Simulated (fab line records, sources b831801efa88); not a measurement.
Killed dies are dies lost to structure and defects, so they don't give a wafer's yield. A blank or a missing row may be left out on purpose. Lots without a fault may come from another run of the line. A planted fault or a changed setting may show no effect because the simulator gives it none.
Which tool did it? | flow gf180mcu | 6 lots, 18 wafers sampled, at 2 steps of a route of 602

WHAT THE GAUGES READ, wafer by wafer
GF_POLY_GATE_THK_MEAS_01.
lot  | measured     | on            | POLY_GATE_CVD_00_THK (nm)
L828 | day 9 04:52  | film_metro-04 | 200.3 199.6 199.5
L831 | day 9 22:41  | film_metro-02 | 200.0 201.2 201.0
L834 | day 11 01:47 | film_metro-01 | 199.7 197.6 197.5
L836 | day 11 16:20 | film_metro-01 | 199.7 198.8 201.4
L843 | day 13 14:39 | film_metro-01 | 140.7 139.7 141.4
L848 | day 15 18:10 | film_metro-04 | 199.9 199.2 200.0

WHICH TOOL RAN EACH LOT (tool, then ch and the chambers of the sampled wafers, then the start)
lot  | GF_POLY_GATE_CVD_00
L828 | lpcvd-01 ch 0, day 9 03:31
L831 | lpcvd-02 ch 1, day 9 21:20
L834 | lpcvd-01 ch 1, day 10 23:47
L836 | lpcvd-02 ch 0, day 11 14:19
L843 | lpcvd-01 ch 0, day 13 13:19
L848 | lpcvd-02 ch 0, day 15 16:49
- GF_POLY_GATE_CVD_00: deposits poly-Si, target thk 200 nm, time 1200 s.

THE ANSWER, worked out from the rows above alone
Rule: what is usual is taken from the lots themselves. Put in order of their means at a reading, lots are off if they are a third of the lots or fewer, leave a main group of 4 or more, and stand apart from it by a gap of 3 or more times the standard deviation of the main group's means; of several such gaps the widest counts. A main group whose means are all the same, to the digits that the tables above print for the reading, isn't used. A lot without any number at a reading at which 4 lots or more have one is off too. The other lots that the step has rows for count as sound.
Off: L843, at GF_POLY_GATE_THK_MEAS_01 (POLY_GATE_CVD_00_THK). The main group: mean 199.7 nm, standard deviation 0.8.
A tool fits if, at a process step before that reading, it ran every lot that is off, and no sound lot after the first of them. The gauges at GF_POLY_GATE_THK_MEAS_01 are tried like those tools. Can't be told from this: 2 tools fit, lpcvd-01 at GF_POLY_GATE_CVD_00, film_metro-01 at GF_POLY_GATE_THK_MEAS_01.

WHAT THE SIMULATOR HAD PUT IN
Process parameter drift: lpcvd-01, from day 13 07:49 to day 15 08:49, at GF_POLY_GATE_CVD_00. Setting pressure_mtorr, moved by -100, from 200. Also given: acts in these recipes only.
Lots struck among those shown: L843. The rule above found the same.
